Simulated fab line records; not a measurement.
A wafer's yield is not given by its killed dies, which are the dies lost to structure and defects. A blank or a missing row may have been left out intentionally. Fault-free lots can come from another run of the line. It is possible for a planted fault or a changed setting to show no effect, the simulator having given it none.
Matching of chambers | flow gf180mcu | GF_CONTACT_CMP_27 on cmp-02 has 4 sister chambers
The step polishes, stops on SiO2, t overpolish 15 s, target thk 0 nm. 8 wafers are shown with their chamber, then 8 later ones without.

## WAFERS WITH THEIR CHAMBER
wafer  | chamber | motorCurrentA (A) | timeToEndpointS (s)
L128.2 | 1       | 10.3              | 68
L132.4 | 3       | 9.0               | 76
L139.4 | 1       | 9.7               | 69
L139.5 | 3       | 8.9               | 74
L144.3 | 0       | 13.9              | 70
L144.4 | 2       | 10.1              | 71
L144.6 | 2       | 9.3               | 71
L145.1 | 0       | 13.1              | 69

## WAFERS MISSING THEIR CHAMBER
wafer  | motorCurrentA (A) | timeToEndpointS (s)
L145.4 | 9.8               | 65
L145.6 | 8.7               | 68
L147.1 | 13.4              | 70
L147.2 | 9.1               | 67
L147.4 | 9.3               | 70
L148.2 | 9.4               | 73
L148.5 | 9.9               | 72
L148.6 | 9.3               | 72

## EACH ONE'S CHAMBER
wafer  | from the rows above     | in truth
L145.4 | 1                       | 1
L145.6 | can't be placed: 1 or 2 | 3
L147.1 | 0                       | 0
L147.2 | 1                       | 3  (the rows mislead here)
L147.4 | can't be placed: 2 or 1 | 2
L148.2 | can't be placed: 2 or 3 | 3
L148.5 | 2                       | 2
L148.6 | 2                       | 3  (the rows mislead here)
Correct placement for 3 of the 8. Can't be placed from these rows: 3 (the true chamber is among the candidates in 2). Number placed wrongly: 2.
How it was worked out, from the rows above alone: a wafer's distance from a chamber is the root of the sum, over the readings, of the square of ((its reading less the chamber's mean) divided by the reading's scatter). If the next closest chamber is less than 2 further off than the closest, the wafer can't be placed; otherwise it belongs to the closest. For every chamber, the mean is computed from those of its wafers that are shown. The scatter: take each reading less its chamber's mean, square it, sum over the shown wafers, divide by the number of wafers less the number of chambers, and take the root.
